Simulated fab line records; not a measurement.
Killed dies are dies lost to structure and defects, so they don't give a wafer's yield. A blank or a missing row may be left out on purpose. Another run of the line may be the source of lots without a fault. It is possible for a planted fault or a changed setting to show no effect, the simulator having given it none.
The same fault as seen by 2 desks    flow gf180mcu    only its own numbers are on each desk; what lay behind them is given at the end

== FROM THE METROLOGY DESK ==
What the gauges read for every lot (on any tool): the sampled wafers with a number, averaged. The brackets show how far a lot's mean lies from the usual mean; more than 4 standard deviations puts the lot out of limits, marked OUT.
Columns: A = cdNm at GF_POLY_GATE_CD_MEAS_18, usual 280.3 nm; B = HV_LDD_2_TW at GF_HV_LDD_TW_MEAS_23, usual 1058; C = HV_LDD_3_TW at GF_HV_LDD_TW_MEAS_38, usual 1437; D = cdNm at GF_HV_LDD_CD_MEAS_46, usual 400.5 nm; E = HV_LDD_RS at GF_HV_LDD_RS_MEAS_53, usual 418.2 ohm/sq
lot   first seen here  A      B     C     D      E
L904  day 9 07:13      278.8  1047  1427  401.9  417.1
L906  day 9 21:10      279.6  1048  1451  404.1  418.0
L907  day 10 01:51     281.2  1055  1437  400.8  418.6
L908  day 10 11:14     280.0  1067  1456  402.3  419.3
L909  day 10 17:07     279.0  1063  1431  398.8  416.8
L910  day 10 23:44     280.6  1049  1430  397.5  418.1
L912  day 11 15:24     277.6  1045  1435  398.5  418.1
L913  day 12 01:51     281.4  1071  1437  398.3  419.2
L916  day 12 19:44     278.7  1052  1448  399.1  413.6 (-4.1) OUT
L918  day 13 09:49     280.3  1061  1454  405.2  412.9 (-4.8) OUT
L923  day 14 22:55     279.6  1058  1440  401.3  417.1
L925  day 15 12:57     282.1  1066  1447  399.9  418.0
L926  day 15 17:49     279.4  1058  1429  397.8  418.9
L927  day 16 07:50     282.2  1066  1441  399.8  419.0
This desk finds L916, L918 out of limits, with the earliest case on L916 at day 16 10:04 (HV_LDD_RS at GF_HV_LDD_RS_MEAS_53). L904, L906, L907, L908, L909, L910, L912, L913, L923, L925, L926, L927: within limits.

== FOR THE TOOL OWNER'S DESK: implanter-01 ==
The tool's own readings at GF_HV_LDD_IMPLANT_36: means of the sampled wafers that have a number, for each lot that ran on this tool. The brackets show how far a lot's mean lies from the usual mean; more than 4 standard deviations puts the lot out of limits, marked OUT.
Columns: A = beamOnS at GF_HV_LDD_IMPLANT_36, usual 10.02 s; B = faradayCurrentUA at GF_HV_LDD_IMPLANT_36, usual 42.2
lot   first seen here  A                B
L904  day 11 14:26     9.86             42.8
L906  day 12 05:40     10.14            41.7
L909  day 13 03:07     9.97             42.4
L912  day 14 03:44     9.88             42.7
L916  day 15 11:26     12.14 (+11) OUT  35.6 (-7.8) OUT
L918  day 16 01:23     12.83 (+14) OUT  33.9 (-9.7) OUT
L926  day 18 15:05     10.00            42.4
L927  day 19 06:22     9.99             42.5
This desk's verdict: out of limits on L916, L918, starting with L916 at day 15 11:26 (beamOnS at GF_HV_LDD_IMPLANT_36). L904, L906, L909, L912, L926, L927: within limits.

== BROUGHT TOGETHER ==
The tool owner's desk had the chance to raise an alarm at day 15 11:26 on L916, L918.
The metrology desk could have raised an alarm at day 16 10:04, on L916, L918.
The lots listed all ran GF_HV_LDD_IMPLANT_36 on implanter-01.

== WHAT THE SIMULATOR HAD INSERTED ==
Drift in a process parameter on implanter-01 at GF_HV_LDD_IMPLANT_36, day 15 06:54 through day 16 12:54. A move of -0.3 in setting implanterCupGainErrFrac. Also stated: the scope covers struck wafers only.
Struck lots among those shown: L916, L918.
Counting hours from when the fault started, the first reading out of limits came at 5 for the tool owner's desk and at 27 for the metrology desk.
